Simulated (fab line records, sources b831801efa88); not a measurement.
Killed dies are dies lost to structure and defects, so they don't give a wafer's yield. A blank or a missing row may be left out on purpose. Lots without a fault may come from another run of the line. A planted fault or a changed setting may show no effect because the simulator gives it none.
fab line records | flow gf180mcu
record lots=5 wafers=15 last_day=34
route steps=602 shown M3@422 V3@429 M4@456
lots that met no fault: from a run of the same line without faults
start_h: hours from the record's first day to the start of the lot's first wafer shown | wait_h: hours since the lot's step before | " the same as in the row above | L1.1+2: a row that stands for several wafers | - no value, or no start given | * or withheld: withheld | < > ~ a bound
route shown NAME@n: a module of which the file shows steps, and the number in the route of the first | usual: mean/standard deviation of fault-free wafers | same: alike in all rows | chamber/n: place in a boat | sites: the reading at each site | _std_site: their standard deviation | _edge_site: outer sites' mean less inner sites' | radius_mm: how far each site lies from the wafer's centre | mask NAME#n: copy n | behind: the tool/chamber that last shaped the wafer | hold: why the lot was held/for how many hours/how that ended | device: the transistor (n, p or np) that didn't switch | end of line: the same wafers' tests at the end of the route | a step without rows: its recipe alone | killed: dies lost to structure and defects at the first sort, not the wafer's yield | map: a wafer's dies, x killed, . not, _ none there
set.NAME: the setting as run; set.NAME@STEP: as run at that earlier step | model.NAME: the simulator's own value behind a step, which no gauge read
lots at some steps of the route; a table a step, a row a wafer
services: from which hour (start_h, from the record's first day; less than 0 if before it) a tool's chamber was out of use, for how many hours, and why
## steps
# step GF_M3_DEVELOP_13
# recipe develop_time_s=60 dev_temp_c=21
# columns lot.wafer tool chamber start_h wait_h
L085.1+2+5 litho_track-02 0 584.18 0.2
L088.1+3+5 litho_track-01 0 618.83 0.2
L089.1+2+5 litho_track-01 0 620.13 0.2
L091.2+5+6 litho_track-01 0 633.66 0.2
L096.1+5+6 litho_track-01 0 670.93 0.2
# step GF_M3_CD_MEAS_14
# recipe target_cd_nm=280
# usual cd_nm=280.2/1.6
# columns lot.wafer tool chamber start_h wait_h cd_nm
L085.1 cd_sem-01 - 596.70 12.5 278.5
L085.2 " - " " 279.2
L085.5 " - " " 279.6
L088.1 cd_sem-01 - 618.98 0.1 282.2
L088.3 " - " " 281.1
L088.5 " - " " 280.9
L089.1 cd_sem-01 - 620.28 0.1 281.3
L089.2 " - " " 280.0
L089.5 " - " " 281.3
L091.2 cd_sem-01 - 633.80 0.1 280.0
L091.5 " - " " 280.1
L091.6 " - " " 279.9
L096.1 cd_sem-02 - 671.08 0.1 281.0
L096.5 " - " " 282.5
L096.6 " - " " 282.3
# step GF_M3_OVL_MEAS_15
# usual M3_OVL=-1/5.2
# columns lot.wafer tool chamber start_h wait_h M3_OVL[nm]
L085.1 overlay-02 - 596.82 0.1 4
L085.2 " - " " 2
L085.5 " - " " -1
L088.1 overlay-02 - 619.10 0.1 4
L088.3 " - " " 5
L088.5 " - " " 8
L089.1 overlay-02 - 620.40 0.1 1
L089.2 " - " " 8
L089.5 " - " " 0
L091.2 overlay-02 - 633.91 0.1 -9
L091.5 " - " " 4
L091.6 " - " " -3
L096.1 overlay-01 - 671.20 0.1 -3
L096.5 " - " " 1
L096.6 " - " " 4
# step GF_M3_METAL_ETCH_16
# recipe chemistry=Cl2/BCl3 mask_material=KrF target_depth_nm=750.8 stop_on=SiO2 pressure_mtorr=8 icp_w=800 bias_w=140 Cl2_flow_sccm=80 bcl3_flow_sccm=40 time_s=125.1
# usual bias_w=140.0/0.37 drypump_motor_current_A=5.9/0.61 mfc_cl2_sccm=80.00/0.23 oes_product_au=0.988/0.0059 throttle_valve_pct=28.231/0.01
# columns lot.wafer tool chamber start_h wait_h bias_w drypump_motor_current_A mfc_cl2_sccm oes_product_au rf_hours_counter_h throttle_valve_pct
L085.1 rie_metal-01 1 596.85 0.0 140.8 5.4 80.24 0.984 12 28.239
L085.2 " 0 " " 139.8 6.6 79.47 0.983 4 28.220
L085.5 " 1 " " 140.1 5.4 80.09 0.988 - 28.247
L088.1 rie_metal-04 1 619.14 0.0 139.5 6.6 80.12 0.995 1 28.243
L088.3 " 0 " " 139.9 5.7 79.88 0.989 - 28.229
L088.5 " 0 " " 140.3 5.7 80.26 0.992 - 28.227
L089.1 rie_metal-02 0 620.44 0.0 139.5 6.2 80.20 0.987 2 28.227
L089.2 " 1 " " 139.5 5.0 80.29 0.986 14 28.250
L089.5 " 1 " " 140.4 5.0 80.07 0.983 - 28.244
L091.2 rie_metal-01 1 633.94 0.0 139.8 5.4 80.06 0.985 13 28.233
L091.5 " 0 " " 139.6 6.6 79.84 0.974 - 28.237
L091.6 " 1 " " 139.7 5.4 79.83 0.985 - 28.228
L096.1 rie_metal-04 0 671.24 0.0 140.0 5.7 79.85 0.996 15 28.229
L096.5 " 0 " " 140.2 5.7 79.72 0.990 - 28.219
L096.6 " 1 " " 139.9 6.6 80.27 0.981 - 28.236
# step GF_M3_STRIP_17
# recipe chemistry=O2/N2 power_w=1400 pressure_mtorr=1500 platen_temp_c=250 o2_flow_sccm=3000 n2_flow_sccm=300 overash_fraction=0.5
# usual drypump_motor_current_A=5.5/0.56 heater_power_w=331/37 o2_flow_sccm=3000/8.5 oes_product_au=0.539/0.0051 platen_temp_c=250.00/0.2 strip_time_to_endpoint_s=7.42/0.043
# columns lot.wafer tool chamber start_h wait_h drypump_motor_current_A heater_power_w o2_flow_sccm oes_product_au platen_temp_c rf_hours_counter_h strip_time_to_endpoint_s
L085.1 plasma_asher-04 1 596.98 0.1 4.8 338 3002 0.538 249.43 84 7.41
L085.2 " 0 " " 5.8 278 2999 0.543 249.96 84 7.44
L085.5 " 1 " " 4.8 325 3007 0.531 249.96 - 7.43
L088.1 plasma_asher-04 1 619.27 0.1 4.8 333 3000 0.539 249.83 87 7.46
L088.3 " 0 " " 5.8 275 3004 0.539 249.96 - 7.46
L088.5 " 1 " " 4.8 336 2994 0.540 250.17 - 7.46
L089.1 plasma_asher-03 0 620.57 0.1 6.0 298 2999 0.544 249.92 96 7.43
L089.2 " 1 " " 6.0 321 3023 0.531 249.89 96 7.41
L089.5 " 1 " " 6.0 327 3017 0.536 250.14 - 7.47
L091.2 plasma_asher-04 1 634.07 0.1 4.8 320 2981 0.544 250.32 89 7.41
L091.5 " 0 " " 5.8 273 3003 0.544 250.02 - 7.52
L091.6 " 1 " " 4.8 321 2998 0.539 250.26 - 7.45
L096.1 plasma_asher-02 1 671.37 0.1 4.7 386 2984 0.543 249.80 26 7.37
L096.5 " 0 " " 6.0 366 3012 0.536 250.12 - 7.38
L096.6 " 1 " " 4.7 388 3000 0.541 249.79 - 7.37
# step GF_M3_STRIP_18
# recipe chemistry=post_etch_residue_remover time_s=1200 temp_c=72.5
# columns lot.wafer tool chamber start_h wait_h
L085.1+2+5 wet_bench-03 3 597.08 0.1
L088.1+3+5 wet_bench-04 0 619.37 0.1
L089.1+2+5 wet_bench-04 0 620.67 0.1
L091.2+5+6 wet_bench-03 0 634.17 0.1
L096.1+5+6 wet_bench-01 2 671.47 0.1
# step GF_M3_CLEAN_19
# recipe chemistry=DIW dry=n2_spin
# columns lot.wafer tool chamber start_h wait_h
L085.1+2+5 wet_bench-03 0 597.42 0.0
L088.1+3+5 wet_bench-03 0 619.71 0.0
L089.1+2+5 wet_bench-01 0 621.01 0.0
L091.2+5+6 wet_bench-04 2 634.54 0.0
L096.1+5+6 wet_bench-04 3 671.81 0.0
# step GF_V3_CVD_00
# recipe material=SiO2 target_thk_nm=600 sigma_open_frac=0.3 temp_c=400 time_s=100 sih4_flow_sccm=60 pressure_mtorr=6
# columns lot.wafer tool chamber start_h wait_h
L085.1+2+5 hdpcvd-01 0,1,1 597.51 0.0
L088.1+3+5 hdpcvd-02 0,1,0 619.81 0.0
L089.1+2+5 hdpcvd-01 2,0,0 621.10 0.0
L091.2+5+6 hdpcvd-02 0,0,2 634.63 0.0
L096.1+5+6 hdpcvd-02 2,2,0 671.90 0.0
# step GF_V3_THK_MEAS_01
# recipe reads=SiO2_of_V3_CVD_00
# usual V3_CVD_00_THK=597/5.6
# columns lot.wafer tool chamber start_h wait_h V3_CVD_00_THK[nm]
L085.1 film_metro-02 - 597.59 0.0 602
L085.2 " - " " 594
L085.5 " - " " 595
L088.1 film_metro-02 - 619.88 0.0 599
L088.3 " - " " 596
L088.5 " - " " 599
L089.1 film_metro-04 - 621.18 0.0 596
L089.2 " - " " 602
L089.5 " - " " 604
L091.2 film_metro-03 - 634.72 0.0 592
L091.5 " - " " 595
L091.6 " - " " 597
L096.1 film_metro-03 - 671.97 0.0 593
L096.5 " - " " 589
L096.6 " - " " 594
# step GF_V3_CVD_02
# recipe material=SiO2 target_thk_nm=850 precursor=TEOS temp_c=400 time_s=94.851 rf_w=600
# usual heater_power_outer_w=394/52 heater_power_w=682/81
# columns lot.wafer tool chamber start_h wait_h heater_power_outer_w heater_power_w
L085.1 pecvd-01 0 597.65 0.1 421 652
L085.2 " 2 " " 360 634
L085.5 " 0 " " 441 696
L088.1 pecvd-02 1 619.94 0.1 391 637
L088.3 " 0 " " 460 779
L088.5 " 2 " " 351 584
L089.1 pecvd-02 0 621.24 0.1 408 725
L089.2 " 1 " " 434 706
L089.5 " 2 " " 376 603
L091.2 pecvd-02 0 634.77 0.0 423 717
L091.5 " 2 " " 349 588
L091.6 " 0 " " 461 800
L096.1 pecvd-03 0 672.03 0.1 428 774
L096.5 " 0 " " 311 642
L096.6 " 1 " " 462 797
# step GF_V3_THK_MEAS_03
# recipe reads=SiO2_of_V3_CVD_02
# usual V3_CVD_02_THK=848/12
# columns lot.wafer tool chamber start_h wait_h V3_CVD_02_THK[nm]
L085.1 film_metro-02 - 597.72 0.0 841
L085.2 " - " " 841
L085.5 " - " " 852
L088.1 film_metro-02 - 620.01 0.0 849
L088.3 " - " " 854
L088.5 " - " " 862
L089.1 film_metro-02 - 621.30 0.0 850
L089.2 " - " " 850
L089.5 " - " " 875
L091.2 film_metro-04 - 634.85 0.0 840
L091.5 " - " " 857
L091.6 " - " " 850
L096.1 film_metro-02 - 672.10 0.0 836
L096.5 " - " " 845
L096.6 " - " " 845
# step GF_V3_CMP_04
# recipe material=SiO2 down_force_psi=4 platen_rpm=60 pad_velocity_m_s=0.94248
# usual motor_current_A=12.5/1.4 time_to_endpoint_s=78/4.9
# columns lot.wafer tool chamber start_h wait_h motor_current_A time_to_endpoint_s
L085.2 cmp-01 2 598.01 0.3 14.1 81
L085.1 " 0 " " 10.6 74
L085.5 " 2 " " 13.7 82
L088.3 cmp-02 1 620.07 0.0 11.7 83
L088.1 " 0 " " 12.4 79
L088.5 " 1 " " 11.6 86
L089.2 cmp-02 0 621.45 0.1 12.8 75
L089.1 " 2 " " 14.6 78
L089.5 " 0 " " 12.0 85
L091.2 cmp-02 0 634.95 0.1 13.5 71
L091.6 " 3 " " 13.9 77
L091.5 " 0 " " 12.8 81
L096.1 cmp-02 3 672.39 0.3 14.1 72
L096.5 " 0 " " 12.1 75
L096.6 " 1 " " 11.4 78
# step GF_V3_BOW_MEAS_05
# recipe mode=bow
# usual V3_BOW=114/9.1
# columns lot.wafer tool chamber start_h wait_h V3_BOW[um]
L085.1 film_metro-03 - 598.31 0.1 117
L085.2 " - " " 113
L085.5 " - " " 104
L088.1 film_metro-03 - 620.37 0.1 100
L088.3 " - " " 104
L088.5 " - " " 105
L089.1 film_metro-03 - 621.79 0.2 111
L089.2 " - " " 103
L089.5 " - " " 119
L091.2 film_metro-02 - 635.22 0.2 124
L091.5 " - " " 125
L091.6 " - " " 125
L096.1 film_metro-04 - 672.54 0.1 102
L096.5 " - " " 103
L096.6 " - " " 117
# step GF_V3_DEHYDRATE_06
# recipe temp_c=200 time_s=60
# columns lot.wafer tool chamber start_h wait_h
L085.1+2+5 litho_track-04 0 602.26 3.9
L088.1+3+5 litho_track-01 0 628.83 8.4
L089.1+2+5 litho_track-01 0 630.88 9.1
L091.2+5+6 litho_track-01 0 644.46 9.2
L096.1+5+6 litho_track-01 0 681.98 9.4
# step GF_V3_HMDS_07
# recipe prime_time_s=60 prime_temp_c=120
# usual prime_temp_c=120.01/0.13
# columns lot.wafer tool chamber start_h wait_h prime_temp_c
L085.1 litho_track-04 0 602.41 0.1 119.99
L085.2 " 0 " " 119.88
L085.5 " 0 " " 120.09
L088.1 litho_track-01 0 628.98 0.1 120.18
L088.3 " 0 " " 120.02
L088.5 " 0 " " 120.06
L089.1 litho_track-01 0 631.03 0.1 120.01
L089.2 " 0 " " 119.88
L089.5 " 0 " " 119.94
L091.2 litho_track-01 0 644.61 0.1 120.16
L091.5 " 0 " " 120.10
L091.6 " 0 " " 120.11
L096.1 litho_track-01 0 682.13 0.1 119.90
L096.5 " 0 " " 120.05
L096.6 " 0 " " 120.07
# step GF_V3_COAT_08
# recipe resist=BARC temp_c=withheld time_s=withheld spin_rpm=withheld resist_thk_nm=withheld
# columns lot.wafer tool chamber start_h wait_h
L085.1+2+5 litho_track-04 0 602.56 0.1
L088.1+3+5 litho_track-01 0 629.13 0.1
L089.1+2+5 litho_track-01 0 631.18 0.1
L091.2+5+6 litho_track-01 0 644.76 0.1
L096.1+5+6 litho_track-01 0 682.28 0.1
# step GF_V3_COAT_09
# recipe resist=KrF spin_rpm=withheld resist_thk_nm=1000
# columns lot.wafer tool chamber start_h wait_h
L085.1+2+5 litho_track-04 0 - -
L088.1+3+5 litho_track-01 0 - -
L089.1+2+5 litho_track-01 0 - -
L091.2+5+6 litho_track-01 0 - -
L096.1+5+6 litho_track-01 0 - -
# step GF_V3_SOFTBAKE_10
# recipe temp_c=130 time_s=60 resist=KrF
# columns lot.wafer tool chamber start_h wait_h
L085.1+2+5 litho_track-04 0 - -
L088.1+3+5 litho_track-01 0 - -
L089.1+2+5 litho_track-01 0 - -
L091.2+5+6 litho_track-01 0 - -
L096.1+5+6 litho_track-01 0 - -
# step GF_V3_EXPOSE_11
# recipe mask_id=Via3 target_cd_nm=260 na=0.68 source_shape=conventional sigma_outer=0.6 dose_mj=38
# same na=0.68
# columns lot.wafer tool chamber start_h wait_h mask
L085.1+2+5 krf_scanner-02 0 - - Via3#0
L088.1+3+5 krf_scanner-01 0 - - Via3#0
L089.1+2+5 krf_scanner-02 0 - - Via3#0
L091.2+5+6 krf_scanner-02 0 - - Via3#0
L096.1+5+6 krf_scanner-01 0 - - Via3#0
# step GF_V3_PEB_12
# recipe peb_temp_c=135 peb_time_s=92.09 resist=KrF
# usual plate_sensor_t_centre_C=136.13/0.0099 plate_sensor_t_edge_C=136.29/0.01
# columns lot.wafer tool chamber start_h wait_h plate_sensor_t_centre_C plate_sensor_t_edge_C
L085.1 litho_track-03 0 - - 136.1 136.29
L085.2 " 0 " " 136.12 136.3
L085.5 " 0 " " 136.15 136.29
L088.1 litho_track-01 0 - - 136.11 136.27
L088.3 " 0 " " 136.13 136.28
L088.5 " 0 " " 136.11 136.29
L089.1 litho_track-01 0 - - 136.12 136.29
L089.2 " 0 " " 136.11 136.31
L089.5 " 0 " " 136.14 136.3
L091.2 litho_track-04 0 - - 136.15 136.3
L091.5 " 0 " " 136.12 136.29
L091.6 " 0 " " 136.13 136.28
L096.1 litho_track-04 0 - - 136.12 136.28
L096.5 " 0 " " 136.13 136.29
L096.6 " 0 " " 136.13 136.3
# step GF_V3_DEVELOP_13
# recipe develop_time_s=60 resist=KrF dev_temp_c=21
# columns lot.wafer tool chamber start_h wait_h
L085.1+2+5 litho_track-03 0 612.47 0.2
L088.1+3+5 litho_track-01 0 640.03 0.2
L089.1+2+5 litho_track-01 0 641.83 0.2
L091.2+5+6 litho_track-04 0 655.68 0.2
L096.1+5+6 litho_track-04 0 691.16 0.2
# step GF_V3_CD_MEAS_14
# recipe target_cd_nm=260
# usual cd_nm=260.4/1.4
# columns lot.wafer tool chamber start_h wait_h cd_nm
L085.1 cd_sem-01 - 612.62 0.1 259.4
L085.2 " - " " 259.0
L085.5 " - " " 260.2
L088.1 cd_sem-02 - 640.18 0.1 261.4
L088.3 " - " " 261.7
L088.5 " - " " 261.2
L089.1 cd_sem-02 - 641.98 0.1 259.3
L089.2 " - " " 259.2
L089.5 " - " " 260.2
L091.2 cd_sem-02 - 655.83 0.1 262.2
L091.5 " - " " 262.8
L091.6 " - " " 262.6
L096.1 cd_sem-01 - 691.31 0.1 260.0
L096.5 " - " " 261.2
L096.6 " - " " 260.3
# step GF_V3_OVL_MEAS_15
# usual V3_OVL=0/4.6
# columns lot.wafer tool chamber start_h wait_h V3_OVL[nm]
L085.1 overlay-02 - 612.74 0.1 -4
L085.2 " - " " -3
L085.5 " - " " -6
L088.1 overlay-02 - 640.30 0.1 3
L088.3 " - " " 5
L088.5 " - " " 7
L089.1 overlay-02 - 642.10 0.1 1
L089.2 " - " " 0
L089.5 " - " " -4
L091.2 overlay-01 - 655.93 0.1 -3
L091.5 " - " " -7
L091.6 " - " " -8
L096.1 overlay-02 - 691.43 0.1 -3
L096.5 " - " " 6
L096.6 " - " " 2
# step GF_V3_ETCH_16
# recipe chemistry=N2/H2 target_depth_a=withheld overetch_a=withheld time_s=withheld target=BARC ion_energy_ev=200 source_w=500 bias_w=100 pressure_mtorr=30 n2_flow_sccm=100 h2_flow_sccm=200
# usual bias_w=100.0/0.3 drypump_motor_current_A=5.7/0.49 oes_product_au=0.855/0.005 throttle_valve_pct=13.225/0.0087
# columns lot.wafer tool chamber start_h wait_h bias_w drypump_motor_current_A oes_product_au throttle_valve_pct
L085.1 rie_diel-03 0 612.78 0.0 99.6 5.0 0.859 13.219
L085.2 " 2 " " 99.6 5.6 0.858 13.219
L085.5 " 2 " " 100.0 5.6 0.860 13.210
L088.1 rie_diel-02 3 640.34 0.0 99.6 6.5 0.844 13.243
L088.3 " 0 " " 100.3 5.4 0.857 13.224
L088.5 " 0 " " 100.1 5.4 0.850 13.218
L089.1 rie_diel-03 1 642.14 0.0 99.9 5.5 0.863 13.235
L089.2 " 2 " " 100.2 5.6 0.854 13.237
L089.5 " 2 " " 100.0 5.6 0.851 13.223
L091.2 rie_diel-02 2 655.96 0.0 99.8 6.3 0.853 13.233
L091.5 " 3 " " 99.9 6.6 0.859 13.212
L091.6 " 0 " " 100.2 5.4 0.857 13.222
L096.1 rie_diel-03 1 691.46 0.0 100.3 5.5 0.849 13.217
L096.5 " 3 " " 100.1 5.5 0.855 13.222
L096.6 " 0 " " 100.4 5.1 0.850 13.231
# step GF_V3_ETCH_17
# recipe chemistry=C4F8/O2/Ar mask_material=KrF target=SiO2 stop_on=TiN source_w=1500 bias_w=1200 pressure_mtorr=40 c4f8_flow_sccm=withheld O2_flow_sccm=6 Ar_flow_sccm=300 time_s=withheld target_depth_a=6350
# usual bias_w=1200/3.8 oes_product_au=0.856/0.0049
# columns lot.wafer tool chamber start_h wait_h bias_w oes_product_au
L085.1 rie_diel-03 0 - - 1200 0.851
L085.2 " 2 " " 1204 0.846
L085.5 " 2 " " 1203 0.859
L088.1 rie_diel-02 3 - - 1202 0.863
L088.3 " 0 " " 1200 0.858
L088.5 " 0 " " 1196 0.855
L089.1 rie_diel-03 1 - - 1194 0.855
L089.2 " 2 " " 1206 0.864
L089.5 " 2 " " 1208 0.859
L091.2 rie_diel-02 2 - - 1198 0.855
L091.5 " 3 " " 1203 0.861
L091.6 " 0 " " 1196 0.855
L096.1 rie_diel-03 1 - - 1200 0.855
L096.5 " 3 " " 1205 0.858
L096.6 " 0 " " 1204 0.845
# step GF_V3_STRIP_18
# recipe chemistry=O2/N2 power_w=1400 pressure_mtorr=1500 platen_temp_c=250 o2_flow_sccm=3000 n2_flow_sccm=300 overash_fraction=0.5
# usual drypump_motor_current_A=5.8/0.47 heater_power_w=326/24 o2_flow_sccm=3000/8.4 oes_product_au=0.593/0.0048 platen_temp_c=249.99/0.16
# columns lot.wafer tool chamber start_h wait_h drypump_motor_current_A heater_power_w o2_flow_sccm oes_product_au platen_temp_c rf_hours_counter_h
L085.1 plasma_asher-03 0 612.90 - 5.9 304 3014 0.590 249.90 95
L085.2 " 1 " " 6.0 324 2995 0.594 249.94 95
L085.5 " 1 " " 6.0 326 2996 0.589 250.00 -
L088.1 plasma_asher-03 1 640.47 - 6.0 310 3001 0.597 249.90 97
L088.3 " 1 " " 6.0 320 3009 0.596 249.99 -
L088.5 " 1 " " 6.0 333 3002 0.597 249.94 -
L089.1 plasma_asher-03 1 642.27 - 6.0 324 2999 0.594 249.86 97
L089.2 " 0 " " 5.9 292 3006 0.590 250.08 97
L089.5 " 0 " " 5.9 305 3007 0.585 250.17 -
L091.2 plasma_asher-03 1 656.09 - 6.0 328 3005 0.593 249.98 99
L091.5 " 0 " " 6.0 296 3026 0.591 250.31 -
L091.6 " 1 " " 6.0 323 2997 0.592 250.13 -
L096.1 plasma_asher-03 1 691.59 - 5.9 324 3008 0.603 249.99 102
L096.5 " 0 " " 5.9 296 3005 0.596 250.50 -
L096.6 " 1 " " 6.0 324 3008 0.593 250.06 -
# step GF_V3_STRIP_19
# recipe chemistry=post_etch_residue_remover time_s=1200 temp_c=72.5
# columns lot.wafer tool chamber start_h wait_h
L085.1+2+5 wet_bench-02 0 613.00 0.1
L088.1+3+5 wet_bench-04 3 640.57 0.1
L089.1+2+5 wet_bench-02 0 642.37 0.1
L091.2+5+6 wet_bench-02 1 656.19 0.1
L096.1+5+6 wet_bench-03 3 691.69 0.1
# step GF_V3_CLEAN_20
# recipe chemistry=DIW dry=n2_spin
# columns lot.wafer tool chamber start_h wait_h
L085.1+2+5 wet_bench-04 2 613.38 0.0
L088.1+3+5 wet_bench-02 3 640.91 0.0
L089.1+2+5 wet_bench-03 2 642.71 0.0
L091.2+5+6 wet_bench-03 3 656.53 0.0
L096.1+5+6 wet_bench-04 3 692.03 0.0
# step GF_V3_SPUTTER_21
# recipe material=Ti target_thk_nm=15 chamber_pressure_pa=5 power_w=2500 substrate_temp_c=200 time_s=80.02
# usual throttle_valve_pct=29.6/0.95
# columns lot.wafer tool chamber start_h wait_h throttle_valve_pct
L085.1 pvd_sputter-04 - 613.47 0.0 29.1
L085.2 " - " " 29.1
L085.5 " - " " 29.0
L088.1 pvd_sputter-03 - 641.00 0.0 31.5
L088.3 " - " " 28.7
L088.5 " - " " 28.7
L089.1 pvd_sputter-04 - 642.89 0.0 29.4
L089.2 " - " " 29.0
L089.5 " - " " 28.9
L091.2 pvd_sputter-03 - 656.63 0.0 31.3
L091.5 " - " " 31.0
L091.6 " - " " 31.4
L096.1 pvd_sputter-04 - 692.13 0.0 29.5
L096.5 " - " " 28.9
L096.6 " - " " 29.2
# step GF_V3_SPUTTER_22
# recipe material=TiN target_thk_nm=10 chamber_pressure_pa=5 power_w=4000 time_s=40
# usual throttle_valve_pct=29.6/0.94
# columns lot.wafer tool chamber start_h wait_h throttle_valve_pct
L085.1 pvd_sputter-04 - 613.53 0.0 29.1
L085.2 " - " " 29.3
L085.5 " - " " 29.0
L088.1 pvd_sputter-03 - 641.06 0.0 31.5
L088.3 " - " " 28.8
L088.5 " - " " 28.8
L089.1 pvd_sputter-04 - 642.96 0.0 29.4
L089.2 " - " " 29.0
L089.5 " - " " 29.4
L091.2 pvd_sputter-03 - 656.70 0.0 31.3
L091.5 " - " " 30.6
L091.6 " - " " 31.2
L096.1 pvd_sputter-04 - 692.19 0.0 29.3
L096.5 " - " " 28.9
L096.6 " - " " 29.4
# step GF_V3_CVD_23
# recipe material=W target_thk_nm=350 time_s=104.9 temp_c=400 pressure_torr=40
# usual heater_power_outer_w=529/53 heater_power_w=878/66
# columns lot.wafer tool chamber start_h wait_h heater_power_outer_w heater_power_w
L085.1 cvd_w-01 0 613.57 0.0 609 944
L085.2 " 1 " " 428 758
L085.5 " 1 " " 426 750
L088.1 cvd_w-02 0 641.10 0.0 508 874
L088.3 " 0 " " 523 866
L088.5 " 1 " " 562 925
L089.1 cvd_w-02 1 643.07 0.1 557 923
L089.2 " 0 " " 522 863
L089.5 " 0 " " 517 865
L091.2 cvd_w-02 0 656.73 0.0 510 863
L091.5 " 0 " " 513 864
L091.6 " 1 " " 551 934
L096.1 cvd_w-02 0 692.23 0.0 531 871
L096.5 " 0 " " 516 877
L096.6 " 1 " " 546 930
# step GF_V3_RS_MEAS_24
# recipe thk_meas_gauge=four-point-probe reads=W_of_V3_CVD_23+TiN_of_V3_SPUTTER_22+Ti_of_V3_SPUTTER_21
# usual V3_W_RS=0.328/0.006
# columns lot.wafer tool chamber start_h wait_h V3_W_RS[ohm/sq]
L085.1 film_metro-02 - 613.68 0.1 0.332
L085.2 " - " " 0.334
L085.5 " - " " 0.328
L088.1 film_metro-04 - 641.21 0.1 0.321
L088.3 " - " " 0.319
L088.5 " - " " 0.333
L089.1 film_metro-04 - 643.18 0.1 0.333
L089.2 " - " " 0.324
L089.5 " - " " 0.318
L091.2 film_metro-02 - 656.87 0.1 0.321
L091.5 " - " " 0.323
L091.6 " - " " 0.337
L096.1 film_metro-02 - 692.34 0.1 0.321
L096.5 " - " " 0.319
L096.6 " - " " 0.328
# step GF_V3_THK_MEAS_25
# recipe thk_meas_gauge=xrf reads=W_of_V3_CVD_23
# usual V3_W_THK=352/6.7
# columns lot.wafer tool chamber start_h wait_h V3_W_THK[nm]
L085.1 film_metro-02 - 613.80 0.1 346
L085.2 " - " " 344
L085.5 " - " " 351
L088.1 film_metro-04 - 641.33 0.1 360
L088.3 " - " " 363
L088.5 " - " " 348
L089.1 film_metro-04 - 643.30 0.1 348
L089.2 " - " " 356
L089.5 " - " " 364
L091.2 film_metro-02 - 656.98 0.1 359
L091.5 " - " " 357
L091.6 " - " " 343
L096.1 film_metro-02 - 692.46 0.1 359
L096.5 " - " " 364
L096.6 " - " " 351
# step GF_V3_CMP_26
# recipe stop_on=SiO2 down_force_psi=3.5 platen_rpm=60 t_overpolish_s=15 target_thk_nm=0 pad_velocity_m_s=0.94248
# usual motor_current_A=11.1/1.4 overpolish_run_s=14.999/0.0088 time_to_endpoint_s=85/3.4
# columns lot.wafer tool chamber start_h wait_h motor_current_A overpolish_run_s time_to_endpoint_s
L085.1 cmp-01 3 613.86 0.1 10.9 15.003 83
L085.2 " 1 " " 9.5 15.005 84
L085.5 " 0 " " 9.8 14.984 84
L088.3 cmp-01 0 641.39 0.0 10.3 15.010 85
L088.1 " 3 " " 10.8 15.004 86
L088.5 " 1 " " 9.3 14.996 84
L089.2 cmp-01 2 643.45 0.1 12.4 14.994 89
L089.1 " 0 " " 9.5 15.009 82
L089.5 " 1 " " 9.4 14.992 87
L091.2 cmp-02 1 657.08 0.1 10.0 14.998 91
L091.5 " 0 " " 11.2 15.001 87
L091.6 " 1 " " 10.5 14.999 89
L096.1 cmp-01 2 692.64 0.2 12.4 15.004 82
L096.5 " 0 " " 9.5 15.004 81
L096.6 " 1 " " 9.6 15.001 86
# step GF_M4_SPUTTER_00
# recipe material=Ti target_thk_nm=37.5 arriving_ion_energy_ev=80 substrate_temp_c=200 chamber_pressure_pa=2 power_w=4000 time_s=150
# usual throttle_valve_pct=30.1/1
# columns lot.wafer tool chamber start_h wait_h throttle_valve_pct
L085.1 pvd_sputter-02 - 614.16 0.2 29.3
L085.2 " - " " 30.6
L085.5 " - " " 28.3
L088.1 pvd_sputter-01 - 641.69 0.1 29.9
L088.3 " - " " 30.3
L088.5 " - " " 31.6
L089.1 pvd_sputter-03 - 643.70 0.1 31.1
L089.2 " - " " 30.6
L089.5 " - " " 28.7
L091.2 pvd_sputter-02 - 657.33 0.2 29.2
L091.5 " - " " 28.5
L091.6 " - " " 30.4
L096.1 pvd_sputter-03 - 692.84 0.1 31.4
L096.5 " - " " 29.0
L096.6 " - " " 30.9
# step GF_M4_SPUTTER_01
# recipe material=TiN target_thk_nm=30 power_w=6500 time_s=25 chamber_pressure_pa=0.4
# usual throttle_valve_pct=30.0/1
# columns lot.wafer tool chamber start_h wait_h throttle_valve_pct
L085.1 pvd_sputter-02 - 614.26 0.1 29.3
L085.2 " - " " 30.3
L085.5 " - " " 28.6
L088.1 pvd_sputter-01 - 641.79 0.1 29.9
L088.3 " - " " 30.2
L088.5 " - " " 31.7
L089.1 pvd_sputter-03 - 643.80 0.1 31.3
L089.2 " - " " 30.8
L089.5 " - " " 29.0
L091.2 pvd_sputter-02 - 657.43 0.1 29.6
L091.5 " - " " 28.3
L091.6 " - " " 30.4
L096.1 pvd_sputter-03 - 692.94 0.1 31.4
L096.5 " - " " 28.7
L096.6 " - " " 30.5
# step GF_M4_SPUTTER_02
# recipe material=AlCu target_thk_nm=450 power_w=10600 time_s=23.9 chamber_pressure_pa=0.4
# usual throttle_valve_pct=30.1/1
# columns lot.wafer tool chamber start_h wait_h throttle_valve_pct
L085.1 pvd_sputter-02 - 614.29 0.0 29.3
L085.2 " - " " 30.8
L085.5 " - " " 28.0
L088.1 pvd_sputter-01 - 641.83 0.0 30.1
L088.3 " - " " 30.2
L088.5 " - " " 31.8
L089.1 pvd_sputter-03 - 643.83 0.0 31.3
L089.2 " - " " 30.6
L089.5 " - " " 28.8
L091.2 pvd_sputter-02 - 657.46 0.0 29.3
L091.5 " - " " 28.1
L091.6 " - " " 30.7
L096.1 pvd_sputter-03 - 692.97 0.0 31.2
L096.5 " - " " 28.8
L096.6 " - " " 30.6
## services
# columns tool chamber start_h hours kind
pecvd-02 1 570.89 20.6 repair
cmp-02 - 579.66 4.1 pm
cmp-01 - 580.98 2.7 repair
cmp-01 - 581.24 3.9 repair
cmp-01 - 585.19 6.6 pm
pecvd-02 - 591.12 14.0 pm
cmp-01 - 591.76 4.0 pm
cvd_w-02 0 592.96 14.0 repair
rie_diel-02 3 596.72 2.6 repair
pvd_sputter-04 - 600.02 10.3 repair
krf_scanner-02 - 601.83 1.0 pm
cvd_w-02 - 602.49 14.6 pm
rie_diel-03 - 619.12 0.9 repair
rie_diel-02 1 636.62 36.4 repair
plasma_asher-03 - 637.00 2.8 pm
cmp-02 - 663.03 7.2 pm
rie_diel-02 3 666.27 3.0 repair
rie_diel-03 - 668.95 0.4 repair
wet_bench-03 - 670.04 1.5 repair
cmp-01 - 671.23 8.1 pm
rie_diel-02 0 680.24 3.5 repair
wet_bench-04 - 680.58 1.7 repair
cmp-02 - 686.00 1.0 repair
cmp-01 - 687.21 3.3 repair
## key
fault none
